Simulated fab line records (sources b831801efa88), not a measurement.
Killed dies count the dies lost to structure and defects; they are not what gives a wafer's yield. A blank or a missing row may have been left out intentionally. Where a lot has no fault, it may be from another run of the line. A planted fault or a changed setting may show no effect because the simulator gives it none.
fab line records + flow sky130
[record]
- lots = 15
- wafers = 45
- last_day = 50
route steps=708 shown METAL2@502
lots untouched by any fault: they come from a run of this same line in which no faults occurred
start_h: hours from the record's opening day to when the first of the lot's shown wafers began + wait_h: hours elapsed since this lot's preceding step + " repeats the value in the row above + L1.1+2: a single row standing in for several wafers + - no value, or no start was given + * or withheld: withheld + < > ~ a bound
route shown NAME@n: a module of which the file shows steps, and the number in the route of the first + usual: mean/standard deviation of fault-free wafers + same: alike in all rows + chamber/n: place in a boat + sites: each site's reading + _std_site: standard deviation of those values + _edge_site: outer sites' mean less inner sites' + radius_mm: how far each site lies from the wafer's centre + mask NAME#n: copy n + behind: the last tool/chamber to shape the wafer + hold: what put the lot on hold/how long, in hours/how the hold closed + device: whichever transistor did not switch (one of n, p or np) + end of line: the tests these same wafers got at the end of their route + a step without rows: its recipe alone + killed: dies lost to structure and defects at the first sort, not the wafer's yield + map: the dies of a wafer, with x for killed, . for not killed, _ for no die there
set.NAME: the run value of the setting; set.NAME@STEP: its run value at that earlier step + model.NAME: the simulator's own value behind a step, which no gauge read
route steps across a sampled set of lots; one table per step, one row per wafer
services: the hour from which a tool's chamber was out of use, counted from the record's first day as start_h (under 0 if before that day), plus the number of hours and why
[[steps]]
[step SKY_METAL2_METAL_ETCH_19]
[recipe]
- target_depth_a = 3600
- stop_on = SiO2
- over_etch_frac = 0.3
- time_s = 78
- chemistry = Cl2/BCl3
- resist_sidewall_deg = 88
- pressure_mtorr = 10
- icp_w = 900
- bias_w = 48.5
- Cl2_flow_sccm = 60
- bcl3_flow_sccm = 30
[usual]
- drypump_motor_current_A = 5.82/0.23
- mfc_cl2_sccm = 60.00/0.2
- oes_product_au = 0.856/0.0056
- throttle_valve_pct = 22.265/0.0096
| lot.wafer | tool         | chamber | start_h | wait_h | drypump_motor_current_A | mfc_cl2_sccm | oes_product_au | rf_hours_counter_h | throttle_valve_pct |
|-----------|--------------|---------|---------|--------|-------------------------|--------------|----------------|--------------------|--------------------|
| L767.1    | rie_metal-01 | 0       | 818.44  | 0.0    | 6.03                    | 59.32        | 0.854          | 2                  | 22.271             |
| L767.4    | "            | 0       | "       | "      | 6.01                    | 59.75        | 0.859          | -                  | 22.264             |
| L767.6    | "            | 1       | "       | "      | 5.65                    | 60.30        | 0.843          | -                  | 22.269             |
| L768.4    | rie_metal-01 | 0       | 821.78  | 0.1    | 6.00                    | 60.16        | 0.865          | -                  | 22.239             |
| L768.5    | "            | 1       | "       | "      | 5.66                    | 60.27        | 0.858          | -                  | 22.260             |
| L768.6    | "            | 0       | "       | "      | 6.05                    | 60.17        | 0.851          | -                  | 22.266             |
| L769.1    | rie_metal-02 | 0       | 829.14  | 0.1    | 5.63                    | 59.82        | 0.853          | 13                 | 22.270             |
| L769.3    | "            | 0       | "       | "      | 5.64                    | 60.23        | 0.848          | -                  | 22.271             |
| L769.6    | "            | 0       | "       | "      | 5.63                    | 60.18        | 0.850          | -                  | 22.268             |
| L771.2    | rie_metal-02 | 1       | 848.49  | 0.0    | 6.15                    | 60.10        | 0.850          | 0                  | 22.267             |
| L771.3    | "            | 1       | "       | "      | 6.13                    | 60.33        | 0.854          | -                  | 22.261             |
| L771.4    | "            | 0       | "       | "      | 5.62                    | 59.96        | 0.853          | -                  | 22.271             |
| L772.2    | rie_metal-03 | 0       | 858.40  | 0.0    | 5.50                    | 60.03        | 0.853          | 2                  | 22.258             |
| L772.3    | "            | 0       | "       | "      | 5.50                    | 59.94        | 0.849          | -                  | 22.245             |
| L772.6    | "            | 1       | "       | "      | 5.90                    | 59.89        | 0.855          | -                  | 22.262             |
| L773.1    | rie_metal-02 | 0       | 867.06  | 0.0    | 5.61                    | 60.00        | 0.860          | 14                 | 22.265             |
| L773.2    | "            | 1       | "       | "      | 6.11                    | 60.28        | 0.852          | 1                  | 22.272             |
| L773.5    | "            | 0       | "       | "      | 5.63                    | 60.20        | 0.856          | -                  | 22.261             |
| L774.3    | rie_metal-01 | 0       | 875.28  | 0.1    | 5.99                    | 60.01        | 0.857          | -                  | 22.264             |
| L774.4    | "            | 1       | "       | "      | 5.66                    | 59.75        | 0.855          | -                  | 22.274             |
| L774.5    | "            | 1       | "       | "      | 5.67                    | 59.64        | 0.857          | -                  | 22.259             |
| L776.2    | rie_metal-01 | 0       | 889.36  | 0.0    | 6.03                    | 59.99        | 0.844          | 4                  | 22.271             |
| L776.4    | "            | 0       | "       | "      | 5.99                    | 59.64        | 0.854          | -                  | 22.270             |
| L776.6    | "            | 1       | "       | "      | 5.68                    | 60.03        | 0.852          | -                  | 22.245             |
| L777.2    | rie_metal-03 | 1       | 898.30  | 0.0    | 5.92                    | 59.97        | 0.865          | 7                  | 22.250             |
| L777.3    | "            | 1       | "       | "      | 5.91                    | 59.96        | 0.854          | -                  | 22.263             |
| L777.5    | "            | 0       | "       | "      | 5.49                    | 59.83        | 0.855          | -                  | 22.261             |
| L778.2    | rie_metal-01 | 0       | 906.45  | 0.0    | 6.00                    | 60.16        | 0.853          | 5                  | 22.270             |
| L778.4    | "            | 0       | "       | "      | 6.00                    | 59.89        | 0.854          | -                  | 22.266             |
| L778.5    | "            | 0       | "       | "      | 6.01                    | 59.89        | 0.862          | -                  | 22.263             |
| L779.2    | rie_metal-01 | 0       | 910.94  | 0.0    | 6.02                    | 60.04        | 0.857          | 5                  | 22.267             |
| L779.3    | "            | 1       | "       | "      | 5.66                    | 59.98        | 0.858          | -                  | 22.257             |
| L779.6    | "            | 0       | "       | "      | 6.01                    | 60.40        | 0.854          | -                  | 22.250             |
| L780.1    | rie_metal-02 | 1       | 927.31  | 0.0    | 6.16                    | 60.04        | 0.860          | 3                  | 22.256             |
| L780.3    | "            | 1       | "       | "      | 6.16                    | 59.93        | 0.861          | -                  | 22.267             |
| L780.5    | "            | 1       | "       | "      | 6.14                    | 60.10        | 0.852          | -                  | 22.264             |
| L786.2    | rie_metal-03 | 0       | 964.46  | 0.0    | 5.48                    | 59.85        | 0.854          | 8                  | 22.273             |
| L786.3    | "            | 1       | "       | "      | 5.92                    | 60.12        | 0.860          | -                  | 22.265             |
| L786.5    | "            | 1       | "       | "      | 5.91                    | 59.96        | 0.856          | -                  | 22.283             |
| L788.1    | rie_metal-02 | 1       | 966.51  | 0.1    | 6.15                    | 60.11        | 0.850          | 5                  | 22.264             |
| L788.2    | "            | 1       | "       | "      | 6.14                    | 59.82        | 0.848          | -                  | 22.267             |
| L788.6    | "            | 1       | "       | "      | 6.17                    | 59.93        | 0.850          | -                  | 22.285             |
| L790.1    | rie_metal-01 | 0       | 979.34  | 0.0    | 5.99                    | 59.81        | 0.848          | 8                  | 22.251             |
| L790.4    | "            | 1       | "       | "      | 5.65                    | 59.92        | 0.855          | -                  | 22.262             |
| L790.5    | "            | 0       | "       | "      | 6.01                    | 59.83        | 0.857          | -                  | 22.276             |
[step SKY_METAL2_STRIP_20]
[recipe]
- chemistry = O2/N2
- power_w = 1400
- pressure_mtorr = 1500
- platen_temp_c = withheld
- o2_flow_sccm = 3000
- n2_flow_sccm = 300
- overash_fraction = 0.5
[usual]
- drypump_motor_current_A = 6.19/0.24
- oes_product_au = 0.343/0.0052
- strip_time_to_endpoint_s = 2.69/0.039
| lot.wafer | tool            | chamber | start_h | wait_h | drypump_motor_current_A | oes_product_au | rf_hours_counter_h | strip_time_to_endpoint_s |
|-----------|-----------------|---------|---------|--------|-------------------------|----------------|--------------------|--------------------------|
| L767.1    | plasma_asher-02 | 0       | 818.53  | 0.1    | 5.74                    | 0.336          | 8                  | 2.71                     |
| L767.4    | "               | 0       | "       | "      | 5.77                    | 0.352          | -                  | 2.75                     |
| L767.6    | "               | 1       | "       | "      | 6.53                    | 0.345          | -                  | 2.65                     |
| L768.4    | plasma_asher-04 | 1       | 821.87  | 0.1    | 6.24                    | 0.340          | -                  | 2.71                     |
| L768.5    | "               | 0       | "       | "      | 6.35                    | 0.342          | -                  | 2.66                     |
| L768.6    | "               | 1       | "       | "      | 6.24                    | 0.348          | -                  | 2.70                     |
| L769.1    | plasma_asher-03 | 0       | 829.32  | 0.1    | 5.97                    | 0.339          | 39                 | 2.74                     |
| L769.3    | "               | 0       | "       | "      | 5.95                    | 0.349          | -                  | 2.69                     |
| L769.6    | "               | 0       | "       | "      | 5.98                    | 0.350          | -                  | 2.73                     |
| L771.2    | plasma_asher-04 | 1       | 848.58  | 0.1    | 6.25                    | 0.343          | 74                 | 2.77                     |
| L771.3    | "               | 1       | "       | "      | 6.27                    | 0.351          | -                  | 2.73                     |
| L771.4    | "               | 0       | "       | "      | 6.35                    | 0.341          | -                  | 2.65                     |
| L772.2    | plasma_asher-02 | 1       | 858.49  | 0.1    | 6.55                    | 0.334          | 9                  | 2.73                     |
| L772.3    | "               | 1       | "       | "      | 6.53                    | 0.347          | -                  | 2.76                     |
| L772.6    | "               | 1       | "       | "      | 6.53                    | 0.335          | -                  | 2.68                     |
| L773.1    | plasma_asher-04 | 0       | 867.15  | 0.1    | 6.31                    | 0.335          | 76                 | 2.65                     |
| L773.2    | "               | 1       | "       | "      | 6.26                    | 0.345          | 76                 | 2.72                     |
| L773.5    | "               | 0       | "       | "      | 6.33                    | 0.337          | -                  | 2.65                     |
| L774.3    | plasma_asher-04 | 1       | 875.37  | 0.1    | 6.23                    | 0.343          | -                  | 2.69                     |
| L774.4    | "               | 0       | "       | "      | 6.35                    | 0.334          | -                  | 2.65                     |
| L774.5    | "               | 0       | "       | "      | 6.34                    | 0.337          | -                  | 2.62                     |
| L776.2    | plasma_asher-04 | 1       | 889.45  | 0.1    | 6.23                    | 0.355          | 79                 | 3.20                     |
| L776.4    | "               | 1       | "       | "      | 6.24                    | 0.367          | -                  | 3.22                     |
| L776.6    | "               | 0       | "       | "      | 6.32                    | 0.346          | -                  | 2.67                     |
| L777.2    | plasma_asher-02 | 1       | 898.39  | 0.1    | 6.50                    | 0.339          | 13                 | 2.66                     |
| L777.3    | "               | 0       | "       | "      | 5.76                    | 0.334          | -                  | 2.66                     |
| L777.5    | "               | 0       | "       | "      | 5.76                    | 0.348          | -                  | 2.74                     |
| L778.2    | plasma_asher-04 | 0       | 906.54  | 0.1    | 6.36                    | 0.362          | 80                 | 3.22                     |
| L778.4    | "               | 1       | "       | "      | 6.25                    | 0.360          | -                  | 3.19                     |
| L778.5    | "               | 0       | "       | "      | 6.35                    | 0.344          | -                  | 2.73                     |
| L779.2    | plasma_asher-04 | 1       | 911.03  | 0.1    | 6.25                    | 0.370          | 81                 | 3.16                     |
| L779.3    | "               | 1       | "       | "      | 6.25                    | 0.336          | -                  | 2.62                     |
| L779.6    | "               | 0       | "       | "      | 6.34                    | 0.344          | -                  | 2.69                     |
| L780.1    | plasma_asher-04 | 0       | 927.40  | 0.1    | 6.33                    | 0.357          | 82                 | 2.76                     |
| L780.3    | "               | 0       | "       | "      | 6.33                    | 0.338          | -                  | 2.74                     |
| L780.5    | "               | 0       | "       | "      | 6.35                    | 0.351          | -                  | 2.70                     |
| L786.2    | plasma_asher-02 | 0       | 964.55  | 0.1    | 5.75                    | 0.344          | 20                 | 2.75                     |
| L786.3    | "               | 0       | "       | "      | 5.76                    | 0.343          | -                  | 2.70                     |
| L786.5    | "               | 0       | "       | "      | 5.76                    | 0.343          | -                  | 2.70                     |
| L788.1    | plasma_asher-02 | 1       | 966.69  | 0.1    | 6.55                    | 0.340          | 20                 | 2.70                     |
| L788.2    | "               | 0       | "       | "      | 5.73                    | 0.339          | 20                 | 2.71                     |
| L788.6    | "               | 0       | "       | "      | 5.77                    | 0.337          | -                  | 2.69                     |
| L790.1    | plasma_asher-02 | 0       | 979.43  | 0.1    | 5.75                    | 0.339          | 21                 | 2.72                     |
| L790.4    | "               | 0       | "       | "      | 5.76                    | 0.340          | -                  | 2.62                     |
| L790.5    | "               | 1       | "       | "      | 6.55                    | 0.343          | -                  | 2.73                     |
[[services]]
| tool            | chamber | start_h | hours | kind           |
|-----------------|---------|---------|-------|----------------|
| rie_metal-01    | 0       | 794.98  | 3.8   | repair         |
| rie_metal-03    | 0       | 799.93  | -     | clean          |
| rie_metal-03    | 0       | 799.93  | 14.7  | scheduled_down |
| rie_metal-03    | 0       | 799.93  | 14.7  | vent_cycle     |
| plasma_asher-03 | -       | 804.96  | 1.6   | repair         |
| rie_metal-02    | -       | 806.47  | 1.4   | pm             |
| plasma_asher-02 | -       | 821.65  | 11.7  | repair         |
| rie_metal-02    | 1       | 828.55  | -     | clean          |
| rie_metal-02    | 1       | 828.55  | 13.8  | scheduled_down |
| rie_metal-02    | 1       | 828.55  | 13.8  | vent_cycle     |
| plasma_asher-02 | -       | 833.31  | 14.6  | pm             |
| rie_metal-02    | -       | 880.75  | 2.8   | pm             |
| plasma_asher-04 | -       | 888.74  | 0.7   | repair         |
| rie_metal-02    | -       | 909.75  | 14.6  | pm             |
| plasma_asher-04 | -       | 921.03  | 0.7   | repair         |
| plasma_asher-02 | -       | 929.22  | 0.9   | repair         |
| rie_metal-03    | 1       | 945.34  | 4.5   | repair         |
| plasma_asher-04 | -       | 947.77  | 0.7   | repair         |
| rie_metal-02    | 0       | 965.54  | -     | clean          |
| rie_metal-02    | 0       | 965.54  | 18.5  | scheduled_down |
| rie_metal-02    | 0       | 965.54  | 18.5  | vent_cycle     |
| rie_metal-03    | 1       | 978.67  | 17.9  | repair         |
[[key]]
[first_sign]
- step = SKY_METAL2_STRIP_20
- reading = strip_time_to_endpoint_s
- direction = up
- sigmas = 13
- usual = *
- struck = *
[effect]
- step = SKY_METAL2_STRIP_20
- reading = oes_product_au
- direction = up
- sigmas = 3.8
- usual = 0.343
- struck = 0.363
met_at SKY_METAL2_METAL_ETCH_19
struck_lots L776,L778,L779
struck_wafers L776.2,L776.4,L778.2,L778.4,L779.2
sort_left_out L776.2,L776.4,L778.2,L778.4
onset_between 875.28 889.36
[fault]
- kind = process_parameter_drift
- tool = rie_metal-01
- chamber = -
- onset_h = 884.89
- steps = SKY_METAL2_METAL_ETCH_19
- channel = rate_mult
- offset = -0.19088
- shape = step
- end_h = 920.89
- scope = struck_wafers_only
// sort_left_out: the simulated sort isn't trusted on such a fault, so these wafers' sort isn't shown, and their yield isn't known
